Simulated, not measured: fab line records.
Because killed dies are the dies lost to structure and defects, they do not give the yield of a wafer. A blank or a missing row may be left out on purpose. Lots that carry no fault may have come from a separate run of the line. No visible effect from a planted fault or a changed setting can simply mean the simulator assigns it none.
fab line records -- flow sky130
record lots=15, wafers=45, last-day=50
route steps=708 shown VT_ADJUST_PCH@149 LI_CONTACT@375 CONTACT@429 METAL3@567
lots untouched by any fault: they come from a run of this same line in which no faults occurred
start-h: start of the lot's first displayed wafer, in hours after the record's first day -- wait-h: hours since the lot's step before -- " identical to the entry in the row above -- L1.1+2: a row that stands for several wafers -- - no value, or no start was given -- * or withheld: withheld -- < > ~ a bound
route shown NAME@n: a module of which the file shows steps, and the number in the route of the first -- usual: mean/standard deviation taken from wafers without a fault -- same: alike in all rows -- chamber/n: place in a boat -- sites: readings site by site -- _std_site: standard deviation across them -- _edge_site: outer sites' mean less inner sites' -- radius-mm: for every site, how far away it sits from the centre of the wafer -- mask NAME#n: copy n -- behind: the last tool/chamber to shape the wafer -- hold: why the lot went on hold/how many hours it stayed there/how the hold came to an end -- device: the n, p or np transistor that did not switch -- end of line: the route-end tests of the same wafers -- step lacking rows: just its recipe -- killed: dies that structure and defects cost at the first sort, which is not the same as the wafer's yield -- map: per-die view of a wafer (x killed, . not killed, _ where there is no die)
set.NAME: the setting that was run; set.NAME@STEP: the one run at that earlier step -- model.NAME: the simulator's own value behind a step, which no gauge read
the route's steps for a sample of lots (tables are steps, rows are wafers)
services: from which hour (start-h, from the record's first day; less than 0 if before it) a tool's chamber was out of use, for how many hours, and why
## steps
# step SKY_VT_ADJUST_PCH_DEVELOP_06
# recipe wall-angle-deg=90, developer=TMAH, develop-time-s=60, dev-temp-c=23
# usual chill-plate-temp-C=22.98/0.1, develop-time-s=60/0
lot.wafer,tool,chamber,start-h,wait-h,chill-plate-temp-C,develop-time-s
L944.1,litho-track-03,0,226,-,22.98,60
L944.3,litho-track-03,0,226,-,23.03,60
L944.5,litho-track-03,0,226,-,23.16,60
L945.1,litho-track-01,0,235,-,23.16,60
L945.3,litho-track-01,0,235,-,22.96,60
L945.4,litho-track-01,0,235,-,22.91,60
L946.2,litho-track-01,0,239,-,23.07,60
L946.3,litho-track-01,0,239,-,23.00,60
L946.4,litho-track-01,0,239,-,23.02,60
L947.2,litho-track-04,0,246,-,23.02,60
L947.3,litho-track-04,0,246,-,22.95,60
L947.5,litho-track-04,0,246,-,23.01,60
L948.1,litho-track-03,0,258,-,22.87,60
L948.5,litho-track-03,0,258,-,22.97,60
L948.6,litho-track-03,0,258,-,23.02,60
L949.3,litho-track-01,0,264,-,23.12,60
L949.4,litho-track-01,0,264,-,23.03,60
L949.5,litho-track-01,0,264,-,23.24,60
L956.1,litho-track-04,-,315,-,-,-
L956.5,litho-track-04,-,315,-,-,-
L956.6,litho-track-04,-,315,-,-,-
L957.2,litho-track-01,-,327,-,-,-
L957.3,litho-track-01,-,327,-,-,-
L957.5,litho-track-01,-,327,-,-,-
L958.2,litho-track-01,-,329,-,-,-
L958.5,litho-track-01,-,329,-,-,-
L958.6,litho-track-01,-,329,-,-,-
L959.1,litho-track-04,0,335,-,22.86,60
L959.4,litho-track-04,0,335,-,22.85,60
L959.6,litho-track-04,0,335,-,22.91,60
L961.1,litho-track-03,0,380,-,22.86,60
L961.5,litho-track-03,0,380,-,22.89,60
L961.6,litho-track-03,0,380,-,23.10,60
L963.1,litho-track-01,0,388,-,23.10,60
L963.2,litho-track-01,0,388,-,23.25,60
L963.6,litho-track-01,0,388,-,23.04,60
L962.2,litho-track-01,0,388,-,22.93,60
L962.3,litho-track-01,0,388,-,22.82,60
L962.6,litho-track-01,0,388,-,22.92,60
L966.2,litho-track-03,0,402,-,23.11,60
L966.3,litho-track-03,0,402,-,23.18,60
L966.4,litho-track-03,0,402,-,23.14,60
L967.4,litho-track-04,0,413,-,23.04,60
L967.5,litho-track-04,0,413,-,22.89,60
L967.6,litho-track-04,0,413,-,22.79,60
# step SKY_LI_CONTACT_OVL_MEAS_13
# usual LI_CONTACT_OVL=0/5.6
lot.wafer,tool,chamber,start-h,wait-h,LI_CONTACT_OVL[nm]
L944.1,overlay-02,-,674.80,0.1,1
L944.3,overlay-02,-,674.80,0.1,1
L944.5,overlay-02,-,674.80,0.1,-6
L945.1,overlay-02,-,690.85,0.1,0
L945.3,overlay-02,-,690.85,0.1,3
L945.4,overlay-02,-,690.85,0.1,-5
L946.2,overlay-01,-,694.01,0.1,2
L946.3,overlay-01,-,694.01,0.1,3
L946.4,overlay-01,-,694.01,0.1,6
L947.2,overlay-02,-,701.46,0.1,-1
L947.3,overlay-02,-,701.46,0.1,7
L947.5,overlay-02,-,701.46,0.1,7
L948.1,overlay-01,-,705.34,0.1,2
L948.5,overlay-01,-,705.34,0.1,3
L948.6,overlay-01,-,705.34,0.1,8
L949.3,overlay-02,-,725.67,0.1,5
L949.4,overlay-02,-,725.67,0.1,-5
L949.5,overlay-02,-,725.67,0.1,8
L956.1,overlay-02,-,776.05,0.1,-5
L956.5,overlay-02,-,776.05,0.1,7
L956.6,overlay-02,-,776.05,0.1,9
L957.2,overlay-01,-,786.39,0.1,5
L957.3,overlay-01,-,786.39,0.1,9
L957.5,overlay-01,-,786.39,0.1,4
L958.2,overlay-02,-,811.04,0.1,-7
L958.5,overlay-02,-,811.04,0.1,-4
L958.6,overlay-02,-,811.04,0.1,-10
L959.1,overlay-01,-,811.39,0.1,0
L959.4,overlay-01,-,811.39,0.1,3
L959.6,overlay-01,-,811.39,0.1,4
L961.1,overlay-01,-,842.54,0.1,-9
L961.5,overlay-01,-,842.54,0.1,-6
L961.6,overlay-01,-,842.54,0.1,5
L962.2,overlay-01,-,842.89,0.1,-2
L962.3,overlay-01,-,842.89,0.1,2
L962.6,overlay-01,-,842.89,0.1,-2
L963.1,overlay-01,-,843.24,0.1,7
L963.2,overlay-01,-,843.24,0.1,-2
L963.6,overlay-01,-,843.24,0.1,4
L966.2,overlay-01,-,866.64,0.1,-7
L966.3,overlay-01,-,866.64,0.1,-4
L966.4,overlay-01,-,866.64,0.1,-5
L967.4,overlay-01,-,871.24,0.1,-2
L967.5,overlay-01,-,871.24,0.1,-9
L967.6,overlay-01,-,871.24,0.1,-7
# step SKY_CONTACT_SPUTTER_23
# recipe material=TiN, target-thk-nm=20, chamber-pressure-pa=5, power-w=4000, time-s=80
# usual throttle-valve-pct=29.6/1.1
lot.wafer,tool,chamber,start-h,wait-h,throttle-valve-pct
L944.1,pvd-sputter-02,-,733.91,0.0,28.5
L944.3,pvd-sputter-02,-,733.91,0.0,28.2
L944.5,pvd-sputter-02,-,733.91,0.0,28.1
L945.1,pvd-sputter-01,-,748.84,0.0,28.4
L945.3,pvd-sputter-01,-,748.84,0.0,28.5
L945.4,pvd-sputter-01,-,748.84,0.0,28.8
L946.2,pvd-sputter-01,-,752.42,0.0,28.4
L946.3,pvd-sputter-01,-,752.42,0.0,30.9
L946.4,pvd-sputter-01,-,752.42,0.0,28.9
L947.2,pvd-sputter-04,-,760.25,0.0,31.1
L947.3,pvd-sputter-04,-,760.25,0.0,29.9
L947.5,pvd-sputter-04,-,760.25,0.0,30.8
L948.1,pvd-sputter-01,-,763.61,0.0,28.6
L948.5,pvd-sputter-01,-,763.61,0.0,29.0
L948.6,pvd-sputter-01,-,763.61,0.0,28.3
L949.3,pvd-sputter-01,-,784.02,0.0,28.7
L949.4,pvd-sputter-01,-,784.02,0.0,31.0
L949.5,pvd-sputter-01,-,784.02,0.0,30.8
L956.1,pvd-sputter-02,-,832.06,0.0,30.1
L956.5,pvd-sputter-02,-,832.06,0.0,31.0
L956.6,pvd-sputter-02,-,832.06,0.0,28.1
L957.2,pvd-sputter-01,-,843.22,0.0,28.6
L957.3,pvd-sputter-01,-,843.22,0.0,28.5
L957.5,pvd-sputter-01,-,843.22,0.0,28.9
L958.2,pvd-sputter-04,-,867.95,0.0,30.7
L958.5,pvd-sputter-04,-,867.95,0.0,30.6
L958.6,pvd-sputter-04,-,867.95,0.0,30.4
L959.1,pvd-sputter-02,-,868.48,0.0,30.7
L959.4,pvd-sputter-02,-,868.48,0.0,28.6
L959.6,pvd-sputter-02,-,868.48,0.0,30.7
L961.1,pvd-sputter-01,-,898.18,0.0,28.4
L961.5,pvd-sputter-01,-,898.18,0.0,31.0
L961.6,pvd-sputter-01,-,898.18,0.0,28.5
L962.2,pvd-sputter-04,-,898.20,0.0,29.7
L962.3,pvd-sputter-04,-,898.20,0.0,31.2
L962.6,pvd-sputter-04,-,898.20,0.0,30.0
L963.1,pvd-sputter-02,-,898.39,0.0,28.0
L963.2,pvd-sputter-02,-,898.39,0.0,30.2
L963.6,pvd-sputter-02,-,898.39,0.0,30.2
L966.2,pvd-sputter-01,-,921.06,0.0,28.5
L966.3,pvd-sputter-01,-,921.06,0.0,31.0
L966.4,pvd-sputter-01,-,921.06,0.0,28.8
L967.4,pvd-sputter-01,-,925.65,0.0,28.3
L967.5,pvd-sputter-01,-,925.65,0.0,31.0
L967.6,pvd-sputter-01,-,925.65,0.0,28.7
# step SKY_METAL3_ETCH_17
# recipe target=SiO2, stop-on=TiN, chemistry=C4F8/O2/Ar, source-w=1500, bias-w=1200, pressure-mtorr=40, c4f8-flow-sccm=withheld, O2_flow_sccm=6, Ar_flow_sccm=300, time-s=3.9, target-depth-a=150
# usual oes-product-au=0.754/0.0069
lot.wafer,tool,chamber,start-h,wait-h,oes-product-au,rf-hours-counter-h
L944.1,rie-diel-04,1,901.07,0.1,0.745,8
L944.3,rie-diel-04,2,901.07,0.1,0.749,6
L944.5,rie-diel-04,1,901.07,0.1,0.762,-
L945.1,rie-diel-03,1,914.60,0.2,0.746,11
L945.3,rie-diel-03,2,914.60,0.2,0.745,7
L945.4,rie-diel-03,1,914.60,0.2,0.751,-
L946.2,rie-diel-04,2,916.90,0.1,0.757,7
L946.3,rie-diel-04,1,916.90,0.1,0.755,8
L946.4,rie-diel-04,0,916.90,0.1,0.758,20
L947.2,rie-diel-02,2,925.92,0.1,0.749,26
L947.3,rie-diel-02,0,925.92,0.1,0.756,27
L947.5,rie-diel-02,1,925.92,0.1,0.760,-
L948.1,rie-diel-02,3,928.22,0.1,0.748,24
L948.5,rie-diel-02,1,928.22,0.1,0.749,-
L948.6,rie-diel-02,2,928.22,0.1,0.757,-
L949.3,rie-diel-02,2,946.72,0.0,0.745,27
L949.4,rie-diel-02,1,946.72,0.0,0.770,17
L949.5,rie-diel-02,3,946.72,0.0,0.750,-
L956.1,rie-diel-03,2,989.00,0.1,0.751,9
L956.5,rie-diel-03,0,989.00,0.1,0.765,-
L956.6,rie-diel-03,3,989.00,0.1,0.757,-
L957.2,rie-diel-02,3,1000.97,0.1,0.748,26
L957.3,rie-diel-02,0,1000.97,0.1,0.734,29
L957.5,rie-diel-02,2,1000.97,0.1,0.755,-
L958.2,rie-diel-03,1,1023.15,0.1,0.749,14
L958.5,rie-diel-03,1,1023.15,0.1,0.762,-
L958.6,rie-diel-03,3,1023.15,0.1,0.756,-
L959.1,rie-diel-03,3,1024.12,0.1,0.751,19
L959.4,rie-diel-03,3,1024.12,0.1,0.763,-
L959.6,rie-diel-03,1,1024.12,0.1,0.759,-
L961.1,rie-diel-04,3,1049.91,0.1,0.753,22
L961.5,rie-diel-04,0,1049.91,0.1,0.749,-
L961.6,rie-diel-04,3,1049.91,0.1,0.756,-
L962.2,rie-diel-03,1,1050.04,0.1,0.738,15
L962.3,rie-diel-03,3,1050.04,0.1,0.746,20
L962.6,rie-diel-03,3,1050.04,0.1,0.751,-
L963.1,rie-diel-04,0,1050.52,0.1,0.747,22
L963.2,rie-diel-04,1,1050.52,0.1,0.753,11
L963.6,rie-diel-04,0,1050.52,0.1,0.742,-
L966.2,rie-diel-03,0,1069.87,0.1,0.753,17
L966.3,rie-diel-03,1,1069.87,0.1,0.751,16
L966.4,rie-diel-03,2,1069.87,0.1,0.767,11
L967.4,rie-diel-02,0,1074.13,0.0,0.761,-
L967.5,rie-diel-02,2,1074.13,0.0,0.761,-
L967.6,rie-diel-02,3,1074.13,0.0,0.763,-
## services
tool,chamber,start-h,hours,kind
rie-diel-03,-,218.48,2.8,pm
rie-diel-03,-,221.79,0.7,repair
pvd-sputter-01,-,280.68,1.8,repair
rie-diel-03,3,288.29,3.5,repair
rie-diel-02,1,288.96,4.0,repair
rie-diel-02,1,304.16,1.3,repair
rie-diel-02,1,306.64,8.2,repair
rie-diel-03,0,318.26,10.7,repair
rie-diel-03,2,324.32,6.4,repair
rie-diel-03,3,341.65,11.4,repair
rie-diel-03,2,345.92,3.9,repair
pvd-sputter-01,-,360.51,7.2,repair
rie-diel-02,1,390.47,6.5,repair
pvd-sputter-01,-,705.43,4.2,repair
rie-diel-03,2,745.08,2.1,repair
rie-diel-03,0,761.49,1.3,repair
rie-diel-03,3,785.29,132.0,repair
rie-diel-03,2,799.00,4.1,repair
rie-diel-03,-,984.52,0.3,repair
rie-diel-03,3,1010.25,7.2,repair
rie-diel-03,0,1019.57,14.4,repair
rie-diel-03,2,1019.70,23.2,repair
pvd-sputter-01,-,1049.50,9.5,repair
pvd-sputter-01,-,1052.49,3.2,repair
## key
first-sign step=SKY_VT_ADJUST_PCH_DEVELOP_06, reading=tool-record, direction=missing
effect none on later readings
met-at SKY_VT_ADJUST_PCH_DEVELOP_06
struck-lots L956,L957,L958
sort-left-out L956.1,L956.5,L956.6,L957.2,L957.3,L957.5,L958.2,L958.5,L958.6
tester-left-out L956,L957,L958
not-acting-at SKY_LI_CONTACT_OVL_MEAS_13,SKY_CONTACT_SPUTTER_23,SKY_METAL3_ETCH_17
onset-between 264 315
fault kind=skipped-step-whole, tool=litho-track-01,litho-track-04, chamber=-, onset-h=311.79, steps=SKY_VT_ADJUST_PCH_DEVELOP_06, scope=struck-lots-only
# tester-left-out: of these lots the tester's yield and bins aren't shown, on N5 and GAA mostly nor the transistor test; their killed dies are dies lost to structure and defects alone, not to doping, threshold or leakage, so they don't give the yield
# sort-left-out: the simulated sort isn't trusted on such a fault, so these wafers' sort isn't shown, and their yield isn't known
